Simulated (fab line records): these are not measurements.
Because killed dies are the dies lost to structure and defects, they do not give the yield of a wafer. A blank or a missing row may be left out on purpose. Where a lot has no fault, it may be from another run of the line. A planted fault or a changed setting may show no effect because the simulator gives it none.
Matching of chambers | flow gf180mcu | cmp-01 running GF_V4_CMP_04: 4 sister chambers
The step polishes SiO2. 8 wafers are shown with their chamber, then 9 later ones without.

## WAFERS WITH THEIR CHAMBER
wafer  | chamber | motorCurrentA (A) | timeToEndpointS (s)
L082.1 | 2       | 12.8              | 85
L082.6 | 2       | 12.0              | 91
L084.3 | 3       | 13.1              | 80
L084.4 | 1       | 12.9              | 82
L084.6 | 0       | 11.7              | 83
L089.1 | 3       | 12.9              | 80
L089.3 | 0       | 10.8              | 87
L089.6 | 1       | 13.0              | 94

## WAFERS WITH NO CHAMBER GIVEN
wafer  | motorCurrentA (A) | timeToEndpointS (s)
L090.1 | 11.0              | 81
L090.2 | 13.3              | 82
L090.3 | 14.0              | 76
L093.1 | 12.5              | 85
L093.3 | 12.9              | 84
L093.5 | 13.2              | 79
L097.2 | 13.1              | 78
L097.3 | 13.7              | 85
L097.6 | 12.6              | 84

## EACH ONE'S CHAMBER
wafer  | from the rows above          | in truth
L090.1 | 0                            | 0
L090.2 | can't be placed: 3 or 1 or 2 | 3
L090.3 | can't be placed: 3 or 1 or 2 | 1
L093.1 | can't be placed: 2 or 1 or 3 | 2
L093.3 | can't be placed: 1 or 3 or 2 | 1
L093.5 | can't be placed: 3 or 1      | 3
L097.2 | can't be placed: 3 or 1      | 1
L097.3 | can't be placed: 1 or 3 or 2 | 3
L097.6 | can't be placed: 2 or 1 or 3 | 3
Correctly placed: 1 of 9. Not placeable from these rows: 8 (in 8, the candidates include the true chamber). Number placed wrongly: 0.
How it was worked out, from the rows above alone: a wafer's distance from a chamber is the root of the sum, over the readings, of the square of ((its reading less the chamber's mean) divided by the reading's scatter). The wafer belongs to the nearest chamber; if the next one is less than 2 further off, it can't be placed. The mean given for a chamber averages the wafers shown for that chamber. The scatter: the root of (the sum of the squares of (reading less its chamber's mean) over the shown wafers, divided by (wafers less chambers)).
